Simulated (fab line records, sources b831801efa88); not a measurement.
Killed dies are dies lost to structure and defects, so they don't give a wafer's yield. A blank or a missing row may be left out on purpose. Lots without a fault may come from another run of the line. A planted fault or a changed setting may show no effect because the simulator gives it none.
fab line records | flow gf180mcu
record lots=5 wafers=15 last_day=34
route steps=602 shown V5@550 TOP_METAL@567
lots that met no fault: from a run of the same line without faults
start_h: hours from the record's first day to the start of the lot's first wafer shown | wait_h: hours since the lot's step before | " the same as in the row above | L1.1+2: a row that stands for several wafers | - no value, or no start given | * or withheld: withheld | < > ~ a bound
route shown NAME@n: a module of which the file shows steps, and the number in the route of the first | usual: mean/standard deviation of fault-free wafers | same: alike in all rows | chamber/n: place in a boat | sites: the reading at each site | _std_site: their standard deviation | _edge_site: outer sites' mean less inner sites' | radius_mm: how far each site lies from the wafer's centre | mask NAME#n: copy n | behind: the tool/chamber that last shaped the wafer | hold: why the lot was held/for how many hours/how that ended | device: the transistor (n, p or np) that didn't switch | end of line: the same wafers' tests at the end of the route | a step without rows: its recipe alone | killed: dies lost to structure and defects at the first sort, not the wafer's yield | map: a wafer's dies, x killed, . not, _ none there
set.NAME: the setting as run; set.NAME@STEP: as run at that earlier step | model.NAME: the simulator's own value behind a step, which no gauge read
lots at some steps of the route; a table a step, a row a wafer
services: from which hour (start_h, from the record's first day; less than 0 if before it) a tool's chamber was out of use, for how many hours, and why
## steps
# step GF_V5_SOFTBAKE_10
# recipe temp_c=130 time_s=60 resist=KrF
# columns lot.wafer tool chamber start_h wait_h
L075.1+2+4 litho_track-03 0 - -
L078.2+3+5 litho_track-01 0 - -
L084.1+2+6 litho_track-03 0 - -
L091.1+3+4 litho_track-01 0 - -
L094.1+5+6 litho_track-04 0 - -
# step GF_V5_EXPOSE_11
# recipe mask_id=Via5 target_cd_nm=260 na=0.68 source_shape=conventional sigma_outer=0.6 dose_mj=38
# same sigma_outer=0.6
# columns lot.wafer tool chamber start_h wait_h mask
L075.1+2+4 krf_scanner-01 0 - - Via5#0
L078.2+3+5 krf_scanner-02 0 - - Via5#0
L084.1+2+6 krf_scanner-02 0 - - Via5#0
L091.1+3+4 krf_scanner-01 0 - - Via5#0
L094.1+5+6 krf_scanner-01 0 - - Via5#0
# step GF_V5_PEB_12
# recipe peb_temp_c=135 peb_time_s=90 resist=KrF
# columns lot.wafer tool chamber start_h wait_h
L075.1+2+4 litho_track-03 0 - -
L078.2+3+5 litho_track-03 0 - -
L084.1+2+6 litho_track-04 0 - -
L091.1+3+4 litho_track-01 0 - -
L094.1+5+6 litho_track-04 0 - -
# step GF_V5_DEVELOP_13
# recipe develop_time_s=60 resist=KrF dev_temp_c=21
# columns lot.wafer tool chamber start_h wait_h
L075.1+2+4 litho_track-03 0 632.21 0.2
L078.2+3+5 litho_track-03 0 663.98 0.2
L084.1+2+6 litho_track-04 0 705.67 0.2
L091.1+3+4 litho_track-01 0 746.00 0.2
L094.1+5+6 litho_track-04 0 768.22 0.2
# step GF_V5_CD_MEAS_14
# recipe target_cd_nm=260
# usual cd_nm=260.1/1.1
# columns lot.wafer tool chamber start_h wait_h cd_nm
L075.1 cd_sem-02 - 632.42 0.2 261.1
L075.2 " - " " 261.5
L075.4 " - " " 260.9
L078.2 cd_sem-01 - 664.13 0.1 260.5
L078.3 " - " " 260.4
L078.5 " - " " 260.2
L084.1 cd_sem-01 - 705.82 0.1 257.9
L084.2 " - " " 259.2
L084.6 " - " " 258.5
L091.1 cd_sem-02 - 746.15 0.1 260.4
L091.3 " - " " 260.1
L091.4 " - " " 260.9
L094.1 cd_sem-01 - 768.37 0.1 259.2
L094.5 " - " " 259.5
L094.6 " - " " 259.2
# step GF_V5_OVL_MEAS_15
# usual V5_OVL=-3/4.9
# columns lot.wafer tool chamber start_h wait_h V5_OVL[nm]
L075.1 overlay-01 - 632.54 0.1 -8
L075.2 " - " " -10
L075.4 " - " " -19
L078.2 overlay-02 - 664.23 0.1 -3
L078.3 " - " " -3
L078.5 " - " " -3
L084.1 overlay-02 - 705.94 0.1 -6
L084.2 " - " " -2
L084.6 " - " " -9
L091.1 overlay-01 - 746.27 0.1 7
L091.3 " - " " 2
L091.4 " - " " -7
L094.1 overlay-01 - 768.49 0.1 -10
L094.5 " - " " 0
L094.6 " - " " 0
# step GF_V5_ETCH_16
# recipe chemistry=N2/H2 target_depth_a=withheld overetch_a=withheld time_s=withheld target=BARC ion_energy_ev=200 source_w=500 bias_w=100 pressure_mtorr=30 n2_flow_sccm=100 h2_flow_sccm=200
# usual bias_w=100.0/0.31 drypump_motor_current_A=5.9/0.44 oes_product_au=0.855/0.0045 rf_fwd_power_W=494.5/2.1 throttle_valve_pct=13.224/0.0097
# columns lot.wafer tool chamber start_h wait_h bias_w drypump_motor_current_A oes_product_au rf_fwd_power_W throttle_valve_pct
L075.1 rie_diel-03 0 632.58 0.0 100.3 5.3 0.855 496.9 13.230
L075.2 " 3 " " 99.8 6.1 0.860 493.6 13.219
L075.4 " 1 " " 100.3 6.4 0.857 490.7 13.232
L078.2 rie_diel-03 3 664.26 0.0 100.0 6.1 0.850 493.8 13.235
L078.3 " 2 " " 99.8 5.9 0.848 493.4 13.240
L078.5 " 3 " " 100.4 6.1 0.854 496.5 13.226
L084.1 rie_diel-02 3 705.98 0.0 100.4 6.0 0.850 494.2 13.235
L084.2 " 1 " " 100.1 5.3 0.853 489.0 13.239
L084.6 " 3 " " 100.0 6.0 0.859 492.2 13.219
L091.1 rie_diel-01 1 746.31 0.0 99.9 6.3 0.857 496.7 13.211
L091.3 " 0 " " 99.8 6.0 0.857 494.5 13.208
L091.4 " 2 " " 100.7 6.6 0.854 494.7 13.220
L094.1 rie_diel-03 1 768.53 0.0 100.0 6.4 0.855 495.7 13.238
L094.5 " 3 " " 99.8 6.1 0.848 495.5 13.222
L094.6 " 0 " " 99.8 5.3 0.856 497.2 13.221
# step GF_V5_ETCH_17
# recipe chemistry=C4F8/O2/Ar mask_material=KrF target=SiO2 stop_on=TiN source_w=1500 bias_w=1200 pressure_mtorr=40 c4f8_flow_sccm=withheld O2_flow_sccm=6 Ar_flow_sccm=300 time_s=withheld target_depth_a=8550
# usual bias_w=1200/3.9 oes_product_au=0.860/0.0041 rf_fwd_power_W=1494/4.9
# columns lot.wafer tool chamber start_h wait_h bias_w oes_product_au rf_fwd_power_W
L075.1 rie_diel-03 0 - - 1203 0.863 1494
L075.2 " 3 " " 1207 0.867 1491
L075.4 " 1 " " 1190 0.853 1494
L078.2 rie_diel-03 3 - - 1205 0.859 1504
L078.3 " 2 " " 1192 0.855 1492
L078.5 " 3 " " 1202 0.861 1503
L084.1 rie_diel-02 3 - - 1195 0.853 1494
L084.2 " 1 " " 1203 0.861 1487
L084.6 " 3 " " 1202 0.868 1490
L091.1 rie_diel-01 1 - - 1203 0.858 1493
L091.3 " 0 " " 1207 0.858 1500
L091.4 " 2 " " 1199 0.859 1497
L094.1 rie_diel-03 1 - - 1205 0.858 1502
L094.5 " 3 " " 1198 0.859 1498
L094.6 " 0 " " 1202 0.860 1498
# step GF_V5_STRIP_18
# recipe chemistry=O2/N2 power_w=1400 pressure_mtorr=1500 platen_temp_c=250 o2_flow_sccm=3000 n2_flow_sccm=300 overash_fraction=0.5
# usual drypump_motor_current_A=5.7/0.42 heater_power_w=348/38 oes_product_au=0.568/0.0057
# columns lot.wafer tool chamber start_h wait_h drypump_motor_current_A heater_power_w oes_product_au rf_hours_counter_h
L075.1 plasma_asher-01 0 632.73 - 5.6 387 0.568 22
L075.2 " 1 " " 5.4 299 0.559 22
L075.4 " 1 " " 5.4 303 0.572 -
L078.2 plasma_asher-01 1 664.42 - 5.4 304 0.556 26
L078.3 " 1 " " 5.4 299 0.562 -
L078.5 " 0 " " 5.6 393 0.568 -
L084.1 plasma_asher-03 0 706.13 - 5.7 342 0.561 87
L084.2 " 1 " " 6.4 360 0.566 87
L084.6 " 0 " " 5.7 344 0.560 -
L091.1 plasma_asher-01 0 746.46 - 5.6 398 0.576 35
L091.3 " 1 " " 5.4 303 0.573 -
L091.4 " 0 " " 5.6 395 0.573 -
L094.1 plasma_asher-01 0 768.68 - 5.6 393 0.568 37
L094.5 " 1 " " 5.4 299 0.564 -
L094.6 " 0 " " 5.6 400 0.567 -
# step GF_V5_STRIP_19
# recipe chemistry=post_etch_residue_remover time_s=1200 temp_c=72.5
# usual bath_guard_temp_C=72.4/0.53
# columns lot.wafer tool chamber start_h wait_h bath_guard_temp_C
L075.1 wet_bench-01 3 632.83 0.1 73.3
L075.2 " 3 " " 73.4
L075.4 " 3 " " 73.3
L078.2 wet_bench-01 0 664.52 0.1 71.9
L078.3 " 0 " " 71.8
L078.5 " 0 " " 72.0
L084.1 wet_bench-04 0 706.23 0.1 71.8
L084.2 " 0 " " 72.0
L084.6 " 0 " " 72.2
L091.1 wet_bench-04 1 746.56 0.1 71.9
L091.3 " 1 " " 71.6
L091.4 " 1 " " 71.6
L094.1 wet_bench-01 1 768.78 0.1 72.2
L094.5 " 1 " " 72.2
L094.6 " 1 " " 72.3
# step GF_V5_CLEAN_20
# recipe chemistry=DIW dry=n2_spin
# columns lot.wafer tool chamber start_h wait_h
L075.1+2+4 wet_bench-02 3 633.17 0.0
L078.2+3+5 wet_bench-02 1 664.86 0.0
L084.1+2+6 wet_bench-02 3 706.60 0.0
L091.1+3+4 wet_bench-02 3 746.97 0.0
L094.1+5+6 wet_bench-04 0 769.12 0.0
# step GF_V5_SPUTTER_21
# recipe material=Ti target_thk_nm=15 chamber_pressure_pa=5 power_w=2500 substrate_temp_c=200 time_s=80.02
# usual throttle_valve_pct=30.2/1
# columns lot.wafer tool chamber start_h wait_h throttle_valve_pct
L075.1 pvd_sputter-01 - 633.35 0.0 29.3
L075.2 " - " " 27.6
L075.4 " - " " 29.7
L078.2 pvd_sputter-01 - 664.95 0.0 29.5
L078.3 " - " " 29.2
L078.5 " - " " 29.0
L084.1 pvd_sputter-01 - 706.70 0.0 29.2
L084.2 " - " " 29.4
L084.6 " - " " 29.2
L091.1 pvd_sputter-04 - 747.06 0.0 31.4
L091.3 " - " " 30.7
L091.4 " - " " 31.2
L094.1 pvd_sputter-03 - 769.21 0.0 31.5
L094.5 " - " " 31.0
L094.6 " - " " 31.1
# step GF_V5_SPUTTER_22
# recipe material=TiN target_thk_nm=10 chamber_pressure_pa=5 power_w=4000 time_s=40
# usual throttle_valve_pct=30.2/1
# columns lot.wafer tool chamber start_h wait_h throttle_valve_pct
L075.1 pvd_sputter-01 - 633.42 0.0 29.5
L075.2 " - " " 27.6
L075.4 " - " " 29.8
L078.2 pvd_sputter-01 - 665.01 0.0 29.1
L078.3 " - " " 29.4
L078.5 " - " " 29.1
L084.1 pvd_sputter-01 - 706.76 0.0 29.2
L084.2 " - " " 29.3
L084.6 " - " " 29.3
L091.1 pvd_sputter-04 - 747.12 0.0 31.4
L091.3 " - " " 30.7
L091.4 " - " " 31.4
L094.1 pvd_sputter-03 - 769.27 0.0 31.0
L094.5 " - " " 30.7
L094.6 " - " " 31.0
# step GF_V5_CVD_23
# recipe material=W target_thk_nm=350 time_s=104.9 temp_c=400 pressure_torr=40
# usual heater_power_w=926/65
# columns lot.wafer tool chamber start_h wait_h heater_power_w
L075.1 cvd_w-01 0 633.45 0.0 1040
L075.2 " 1 " " 847
L075.4 " 0 " " 1007
L078.2 cvd_w-01 0 665.05 0.0 1017
L078.3 " 1 " " 853
L078.5 " 0 " " 1019
L084.1 cvd_w-02 0 706.80 0.0 879
L084.2 " 1 " " 949
L084.6 " 0 " " 898
L091.1 cvd_w-01 1 747.16 0.0 876
L091.3 " 1 " " 844
L091.4 " 1 " " 840
L094.1 cvd_w-01 1 769.31 0.0 867
L094.5 " 1 " " 882
L094.6 " 0 " " 1040
# step GF_V5_RS_MEAS_24
# recipe thk_meas_gauge=four-point-probe reads=W_of_V5_CVD_23+TiN_of_V5_SPUTTER_22+Ti_of_V5_SPUTTER_21
# usual V5_W_RS=0.325/0.0083
# columns lot.wafer tool chamber start_h wait_h V5_W_RS[ohm/sq]
L075.1 film_metro-04 - 633.57 0.1 0.310
L075.2 " - " " 0.331
L075.4 " - " " 0.313
L078.2 film_metro-03 - 665.18 0.1 0.311
L078.3 " - " " 0.326
L078.5 " - " " 0.310
L084.1 film_metro-04 - 706.92 0.1 0.321
L084.2 " - " " 0.328
L084.6 " - " " 0.323
L091.1 film_metro-02 - 747.38 0.2 0.333
L091.3 " - " " 0.332
L091.4 " - " " 0.335
L094.1 film_metro-04 - 769.43 0.1 0.337
L094.5 " - " " 0.331
L094.6 " - " " 0.314
# step GF_V5_THK_MEAS_25
# recipe thk_meas_gauge=xrf reads=W_of_V5_CVD_23
# usual V5_W_THK=360/11
# columns lot.wafer tool chamber start_h wait_h V5_W_THK[nm]
L075.1 film_metro-04 - 633.69 0.1 378
L075.2 " - " " 355
L075.4 " - " " 374
L078.2 film_metro-03 - 665.29 0.1 379
L078.3 " - " " 363
L078.5 " - " " 383
L084.1 film_metro-04 - 707.04 0.1 366
L084.2 " - " " 360
L084.6 " - " " 365
L091.1 film_metro-02 - 747.50 0.1 351
L091.3 " - " " 358
L091.4 " - " " 352
L094.1 film_metro-04 - 769.55 0.1 346
L094.5 " - " " 351
L094.6 " - " " 372
# step GF_V5_CMP_26
# recipe stop_on=SiO2 down_force_psi=3.5 platen_rpm=60 t_overpolish_s=15 target_thk_nm=0 pad_velocity_m_s=0.94248
# usual motor_current_A=10.7/0.81 overpolish_run_s=15.001/0.0089 time_to_endpoint_s=85/4
# columns lot.wafer tool chamber start_h wait_h motor_current_A overpolish_run_s time_to_endpoint_s
L075.1 cmp-02 1 633.75 0.1 11.7 14.990 93
L075.4 " 2 " " 11.1 14.997 89
L075.2 " 0 " " 10.0 15.006 86
L078.3 cmp-02 3 665.34 0.0 11.7 14.995 84
L078.2 " 0 " " 10.8 14.993 91
L078.5 " 0 " " 11.3 15.004 89
L084.2 cmp-02 0 707.20 0.1 10.5 14.990 89
L084.1 " 1 " " 11.6 14.996 89
L084.6 " 3 " " 11.1 15.008 83
L091.4 cmp-01 0 747.82 0.3 10.2 14.993 84
L091.1 " 1 " " 11.4 15.004 86
L091.3 " 3 " " 9.7 14.993 76
L094.1 cmp-01 0 769.83 0.3 10.5 14.985 87
L094.6 " 0 " " 9.7 15.010 91
L094.5 " 1 " " 10.9 15.012 87
# step GF_TOP_METAL_SPUTTER_00
# recipe material=Ti target_thk_nm=37.5 arriving_ion_energy_ev=80 substrate_temp_c=200 chamber_pressure_pa=2 power_w=4000 time_s=150
# usual throttle_valve_pct=30.0/1.2
# columns lot.wafer tool chamber start_h wait_h throttle_valve_pct
L075.1 pvd_sputter-03 - 634.05 0.2 30.3
L075.2 " - " " 31.1
L075.4 " - " " 30.7
L078.2 pvd_sputter-01 - 665.64 0.2 29.2
L078.3 " - " " 29.8
L078.5 " - " " 29.0
L084.1 pvd_sputter-02 - 707.40 0.1 27.8
L084.2 " - " " 29.3
L084.6 " - " " 29.7
L091.1 pvd_sputter-01 - 748.12 0.2 27.7
L091.3 " - " " 29.2
L091.4 " - " " 29.3
L094.1 pvd_sputter-03 - 770.13 0.2 31.6
L094.5 " - " " 30.4
L094.6 " - " " 31.5
# step GF_TOP_METAL_SPUTTER_01
# recipe material=TiN target_thk_nm=30 power_w=6500 time_s=25 chamber_pressure_pa=0.4
# usual throttle_valve_pct=30.1/1.2
# columns lot.wafer tool chamber start_h wait_h throttle_valve_pct
L075.1 pvd_sputter-03 - 634.15 0.1 30.5
L075.2 " - " " 31.2
L075.4 " - " " 30.8
L078.2 pvd_sputter-01 - 665.74 0.1 29.4
L078.3 " - " " 29.8
L078.5 " - " " 29.3
L084.1 pvd_sputter-02 - 707.50 0.1 27.7
L084.2 " - " " 29.3
L084.6 " - " " 29.6
L091.1 pvd_sputter-01 - 748.22 0.1 27.7
L091.3 " - " " 29.3
L091.4 " - " " 29.2
L094.1 pvd_sputter-03 - 770.23 0.1 31.4
L094.5 " - " " 30.3
L094.6 " - " " 31.6
# step GF_TOP_METAL_SPUTTER_02
# recipe material=AlCu target_thk_nm=900 power_w=10600 chamber_pressure_pa=0.3 substrate_temp_c=250 gas=Ar time_s=47.82
# usual throttle_valve_pct=30.0/1.2
# columns lot.wafer tool chamber start_h wait_h throttle_valve_pct
L075.1 pvd_sputter-03 - 634.18 0.0 30.4
L075.2 " - " " 30.9
L075.4 " - " " 30.7
L078.2 pvd_sputter-01 - 665.77 0.0 29.2
L078.3 " - " " 29.7
L078.5 " - " " 29.4
L084.1 pvd_sputter-02 - 707.53 0.0 27.7
L084.2 " - " " 29.4
L084.6 " - " " 29.5
L091.1 pvd_sputter-01 - 748.25 0.0 27.5
L091.3 " - " " 29.1
L091.4 " - " " 29.7
L094.1 pvd_sputter-03 - 770.26 0.0 31.6
L094.5 " - " " 30.4
L094.6 " - " " 31.6
# step GF_TOP_METAL_SPUTTER_03
# recipe material=Ti target_thk_nm=5 substrate_temp_c=300 chamber_pressure_pa=0.3 power_w=3000 time_s=3.3
# usual throttle_valve_pct=30.0/1.2
# columns lot.wafer tool chamber start_h wait_h throttle_valve_pct
L075.1 pvd_sputter-03 - 634.22 0.0 30.5
L075.2 " - " " 31.0
L075.4 " - " " 30.7
L078.2 pvd_sputter-01 - 665.82 0.0 29.1
L078.3 " - " " 29.8
L078.5 " - " " 29.3
L084.1 pvd_sputter-02 - 707.57 0.0 28.0
L084.2 " - " " 29.5
L084.6 " - " " 29.5
L091.1 pvd_sputter-01 - 748.29 0.0 27.7
L091.3 " - " " 29.3
L091.4 " - " " 29.2
L094.1 pvd_sputter-03 - 770.30 0.0 31.8
L094.5 " - " " 30.4
L094.6 " - " " 31.5
# step GF_TOP_METAL_SPUTTER_04
# recipe material=TiN target_thk_nm=25 power_w=6500 time_s=20.8 chamber_pressure_pa=0.4
# usual throttle_valve_pct=30.0/1.2
# columns lot.wafer tool chamber start_h wait_h throttle_valve_pct
L075.1 pvd_sputter-03 - 634.24 0.0 30.3
L075.2 " - " " 31.0
L075.4 " - " " 30.6
L078.2 pvd_sputter-01 - 665.83 0.0 29.2
L078.3 " - " " 29.7
L078.5 " - " " 29.0
L084.1 pvd_sputter-02 - 707.59 0.0 27.6
L084.2 " - " " 29.3
L084.6 " - " " 29.6
L091.1 pvd_sputter-01 - 748.31 0.0 27.6
L091.3 " - " " 29.3
L091.4 " - " " 29.3
L094.1 pvd_sputter-03 - 770.32 0.0 31.2
L094.5 " - " " 30.3
L094.6 " - " " 31.5
# step GF_TOP_METAL_RS_MEAS_05
# recipe thk_meas_gauge=four-point-probe reads=TiN_of_TOP_METAL_SPUTTER_04+Ti_of_TOP_METAL_SPUTTER_03+AlCu_of_TOP_METAL_SPUTTER_02+TiN_of_TOP_METAL_SPUTTER_01+Ti_of_TOP_METAL_SPUTTER_00
# usual TOP_METAL_ALCU_RS=0.0330/0.00037
# columns lot.wafer tool chamber start_h wait_h TOP_METAL_ALCU_RS[ohm/sq]
L075.1 film_metro-01 - 634.27 0.0 0.0334
L075.2 " - " " 0.0335
L075.4 " - " " 0.0335
L078.2 film_metro-01 - 665.88 0.0 0.0330
L078.3 " - " " 0.0329
L078.5 " - " " 0.0332
L084.1 film_metro-01 - 707.62 0.0 0.0336
L084.2 " - " " 0.0333
L084.6 " - " " 0.0334
L091.1 film_metro-01 - 748.34 0.0 0.0325
L091.3 " - " " 0.0331
L091.4 " - " " 0.0329
L094.1 film_metro-01 - 770.35 0.0 0.0324
L094.5 " - " " 0.0327
L094.6 " - " " 0.0326
# step GF_TOP_METAL_THK_MEAS_06
# recipe thk_meas_gauge=xrf reads=AlCu_of_TOP_METAL_SPUTTER_02
# usual TOP_METAL_ALCU_THK=874/10
# columns lot.wafer tool chamber start_h wait_h TOP_METAL_ALCU_THK[nm]
L075.1 film_metro-01 - 634.39 0.1 865
L075.2 " - " " 865
L075.4 " - " " 865
L078.2 film_metro-01 - 665.99 0.1 868
L078.3 " - " " 867
L078.5 " - " " 864
L084.1 film_metro-01 - 707.74 0.1 863
L084.2 " - " " 868
L084.6 " - " " 864
L091.1 film_metro-01 - 748.46 0.1 885
L091.3 " - " " 867
L091.4 " - " " 872
L094.1 film_metro-01 - 770.47 0.1 892
L094.5 " - " " 879
L094.6 " - " " 885
# step GF_TOP_METAL_DEHYDRATE_07
# recipe temp_c=200 time_s=60
# columns lot.wafer tool chamber start_h wait_h
L075.1+2+4 litho_track-02 0 643.90 9.5
L078.2+3+5 litho_track-02 0 674.67 8.7
L084.1+2+6 litho_track-01 0 716.00 8.3
L091.1+3+4 litho_track-02 0 756.50 8.0
L094.1+5+6 litho_track-01 0 777.65 7.2
# step GF_TOP_METAL_HMDS_08
# recipe prime_time_s=60 prime_temp_c=120
# columns lot.wafer tool chamber start_h wait_h
L075.1+2+4 litho_track-02 0 644.05 0.1
L078.2+3+5 litho_track-02 0 674.82 0.1
L084.1+2+6 litho_track-01 0 716.15 0.1
L091.1+3+4 litho_track-02 0 756.65 0.1
L094.1+5+6 litho_track-01 0 777.80 0.1
# step GF_TOP_METAL_COAT_09
# recipe resist=NOVOLAK spin_rpm=3000 resist_thk_nm=1500
# columns lot.wafer tool chamber start_h wait_h
L075.1+2+4 litho_track-02 0 644.20 0.1
L078.2+3+5 litho_track-02 0 674.97 0.1
L084.1+2+6 litho_track-01 0 716.30 0.1
L091.1+3+4 litho_track-02 0 756.80 0.1
L094.1+5+6 litho_track-01 0 777.95 0.1
# step GF_TOP_METAL_SOFTBAKE_10
# recipe temp_c=90 time_s=60 resist=NOVOLAK
# columns lot.wafer tool chamber start_h wait_h
L075.1+2+4 litho_track-02 0 644.35 0.1
L078.2+3+5 litho_track-02 0 675.12 0.1
L084.1+2+6 litho_track-01 0 716.45 0.1
L091.1+3+4 litho_track-02 0 756.95 0.1
L094.1+5+6 litho_track-01 0 778.10 0.1
# step GF_TOP_METAL_EXPOSE_11
# recipe mask_id=MetalTop target_cd_nm=440 na=0.6 source_shape=conventional sigma_outer=0.6 dose_mj=170
# same sigma_outer=0.6
# columns lot.wafer tool chamber start_h wait_h mask
L075.1+2+4 iline_stepper-02 0 - - MetalTop#0
L078.2+3+5 iline_stepper-01 0 - - MetalTop#0
L084.1+2+6 iline_stepper-02 0 - - MetalTop#0
L091.1+3+4 iline_stepper-02 0 - - MetalTop#0
L094.1+5+6 iline_stepper-01 0 - - MetalTop#0
# step GF_TOP_METAL_PEB_12
# recipe temp_c=withheld time_s=* resist=NOVOLAK
# columns lot.wafer tool chamber start_h wait_h
L075.1+2+4 litho_track-02 0 - -
L078.2+3+5 litho_track-02 0 - -
L084.1+2+6 litho_track-02 0 - -
L091.1+3+4 litho_track-01 0 - -
L094.1+5+6 litho_track-04 0 - -
# step GF_TOP_METAL_DEVELOP_13
# recipe develop_time_s=60 dev_temp_c=23
# columns lot.wafer tool chamber start_h wait_h
L075.1+2+4 litho_track-02 0 653.60 0.1
L078.2+3+5 litho_track-02 0 684.47 0.1
L084.1+2+6 litho_track-02 0 725.05 0.1
L091.1+3+4 litho_track-01 0 765.05 0.1
L094.1+5+6 litho_track-04 0 785.37 0.1
# step GF_TOP_METAL_CD_MEAS_14
# recipe target_cd_nm=440
# usual cd_nm=439.9/2
# columns lot.wafer tool chamber start_h wait_h cd_nm
L075.1 cd_sem-01 - 653.75 0.1 439.0
L075.2 " - " " 440.4
L075.4 " - " " 438.7
L078.2 cd_sem-01 - 684.62 0.1 440.3
L078.3 " - " " 439.7
L078.5 " - " " 439.3
L084.1 cd_sem-01 - 725.20 0.1 439.0
L084.2 " - " " 436.3
L084.6 " - " " 434.7
L091.1 cd_sem-02 - 765.20 0.1 437.7
L091.3 " - " " 438.2
L091.4 " - " " 439.5
L094.1 cd_sem-02 - 785.52 0.1 439.7
L094.5 " - " " 439.8
L094.6 " - " " 439.0
# step GF_TOP_METAL_OVL_MEAS_15
# usual TOP_METAL_OVL=0.5/1.6
# columns lot.wafer tool chamber start_h wait_h TOP_METAL_OVL[nm]
L075.1 overlay-02 - 653.87 0.1 1.5
L075.2 " - " " 1.0
L075.4 " - " " -0.3
L078.2 overlay-02 - 684.73 0.1 2.0
L078.3 " - " " 2.4
L078.5 " - " " 3.9
L084.1 overlay-02 - 725.32 0.1 0.1
L084.2 " - " " 1.4
L084.6 " - " " 0.9
L091.1 overlay-01 - 765.32 0.1 3.4
L091.3 " - " " 1.6
L091.4 " - " " 1.6
L094.1 overlay-01 - 785.64 0.1 -0.6
L094.5 " - " " -0.8
L094.6 " - " " 0.4
# step GF_TOP_METAL_METAL_ETCH_16
# recipe chemistry=Cl2/BCl3 mask_material=NOVOLAK target_depth_nm=1197 stop_on=SiO2 pressure_mtorr=8 icp_w=800 bias_w=140 Cl2_flow_sccm=80 bcl3_flow_sccm=40 time_s=199.5
# usual bcl3_flow_sccm=40.01/0.11 bias_w=140.0/0.42 drypump_motor_current_A=6.12/0.27 oes_product_au=0.992/0.0057 rf_fwd_power_W=798.0/2.7 throttle_valve_pct=28.228/0.0094
# columns lot.wafer tool chamber start_h wait_h bcl3_flow_sccm bias_w drypump_motor_current_A oes_product_au rf_fwd_power_W rf_hours_counter_h throttle_valve_pct
L075.1 rie_metal-04 0 653.91 0.0 40.05 139.5 5.95 0.996 794.3 2 28.227
L075.2 " 0 " " 40.01 139.3 5.97 1.002 796.8 - 28.212
L075.4 " 0 " " 40.05 139.9 5.95 0.992 796.2 - 28.227
L078.2 rie_metal-01 1 684.82 0.1 40.21 139.8 6.24 0.984 798.2 - 28.237
L078.3 " 1 " " 40.26 140.8 6.21 0.987 799.8 - 28.227
L078.5 " 1 " " 40.13 140.1 6.21 0.988 798.2 - 28.235
L084.1 rie_metal-02 0 725.36 0.0 40.01 140.1 6.17 0.992 800.2 7 28.243
L084.2 " 1 " " 40.03 140.5 6.44 0.986 801.0 3 28.223
L084.6 " 1 " " 40.19 140.3 6.42 0.985 801.4 - 28.234
L091.1 rie_metal-02 0 765.36 0.0 40.08 140.4 6.20 0.986 795.7 9 28.237
L091.3 " 1 " " 40.15 139.9 6.49 0.989 802.7 - 28.215
L091.4 " 0 " " 39.84 139.8 6.20 0.995 796.3 - 28.222
L094.1 rie_metal-04 1 785.68 0.0 39.85 139.4 5.68 0.990 799.3 5 28.221
L094.5 " 0 " " 40.02 139.5 5.96 0.998 800.3 - 28.230
L094.6 " 1 " " 40.07 139.6 5.66 0.994 799.3 - 28.236
# step GF_TOP_METAL_STRIP_17
# recipe chemistry=O2/N2 power_w=1400 pressure_mtorr=1500 platen_temp_c=250 o2_flow_sccm=3000 n2_flow_sccm=300 overash_fraction=0.5
# usual drypump_motor_current_A=5.5/0.68 heater_power_w=327/23 oes_product_au=0.710/0.0045 strip_time_to_endpoint_s=12.90/0.1
# columns lot.wafer tool chamber start_h wait_h drypump_motor_current_A heater_power_w oes_product_au rf_hours_counter_h strip_time_to_endpoint_s
L075.1 plasma_asher-04 1 654.29 0.3 5.7 286 0.704 55 12.85
L075.2 " 0 " " 4.7 331 0.719 55 12.82
L075.4 " 1 " " 5.7 295 0.713 - 12.82
L078.2 plasma_asher-03 0 685.14 0.3 5.7 335 0.709 85 12.94
L078.3 " 1 " " 6.4 361 0.706 - 12.94
L078.5 " 0 " " 5.7 332 0.709 - 12.92
L084.1 plasma_asher-02 1 725.55 0.1 6.7 335 0.716 113 12.94
L084.2 " 0 " " 5.2 347 0.713 113 12.85
L084.6 " 1 " " 6.7 342 0.720 - 12.82
L091.1 plasma_asher-04 0 765.55 0.1 4.7 330 0.719 69 12.95
L091.3 " 1 " " 5.7 299 0.707 - 12.82
L091.4 " 0 " " 4.7 329 0.715 - 12.90
L094.1 plasma_asher-03 1 785.87 0.1 6.4 362 0.711 96 13.00
L094.5 " 0 " " 5.7 341 0.715 - 12.85
L094.6 " 1 " " 6.4 357 0.711 - 12.93
# step GF_TOP_METAL_STRIP_18
# recipe chemistry=post_etch_residue_remover time_s=1200 temp_c=72.5
# usual bath_guard_temp_C=72.4/0.43
# columns lot.wafer tool chamber start_h wait_h bath_guard_temp_C
L075.1 wet_bench-03 3 654.39 0.1 72.9
L075.2 " 3 " " 72.5
L075.4 " 3 " " 72.7
L078.2 wet_bench-03 3 685.24 0.1 73.0
L078.3 " 3 " " 72.4
L078.5 " 3 " " 72.5
L084.1 wet_bench-02 3 725.65 0.1 72.3
L084.2 " 3 " " 72.4
L084.6 " 3 " " 72.5
L091.1 wet_bench-02 3 765.65 0.1 72.9
L091.3 " 3 " " 72.7
L091.4 " 3 " " 72.6
L094.1 wet_bench-02 0 785.97 0.1 72.4
L094.5 " 0 " " 73.0
L094.6 " 0 " " 72.6
# step GF_TOP_METAL_CLEAN_19
# recipe chemistry=DIW dry=n2_spin
# columns lot.wafer tool chamber start_h wait_h
L075.1+2+4 wet_bench-02 2 654.73 0.0
L078.2+3+5 wet_bench-02 2 685.58 0.0
L084.1+2+6 wet_bench-04 3 726.02 0.0
L091.1+3+4 wet_bench-02 2 765.99 0.0
L094.1+5+6 wet_bench-03 2 786.34 0.0
## services
# columns tool chamber start_h hours kind
plasma_asher-03 - 617.53 28.1 pm
krf_scanner-01 - 626.16 1.3 pm
plasma_asher-01 - 633.00 1.7 repair
krf_scanner-01 - 642.10 4.4 pm
wet_bench-03 - 646.53 2.8 repair
plasma_asher-03 - 657.98 22.0 repair
krf_scanner-01 - 669.82 1.0 pm
krf_scanner-01 - 682.15 1.1 repair
rie_diel-03 1 683.64 10.1 repair
krf_scanner-01 - 686.89 0.8 pm
krf_scanner-01 - 687.64 4.4 pm
wet_bench-03 - 691.02 0.5 repair
rie_diel-03 2 691.25 20.5 repair
iline_stepper-02 - 691.28 3.2 repair
iline_stepper-02 - 691.89 6.0 repair
rie_diel-03 - 695.71 0.7 repair
plasma_asher-01 - 702.85 0.6 repair
iline_stepper-02 - 710.78 1.7 pm
cmp-02 - 744.08 4.0 pm
cvd_w-01 0 744.89 13.0 repair
pvd_sputter-01 - 746.13 1.7 repair
wet_bench-03 - 759.86 6.9 repair
cmp-02 - 762.16 13.8 pm
pvd_sputter-02 - 769.32 10.1 repair
## key
fault none
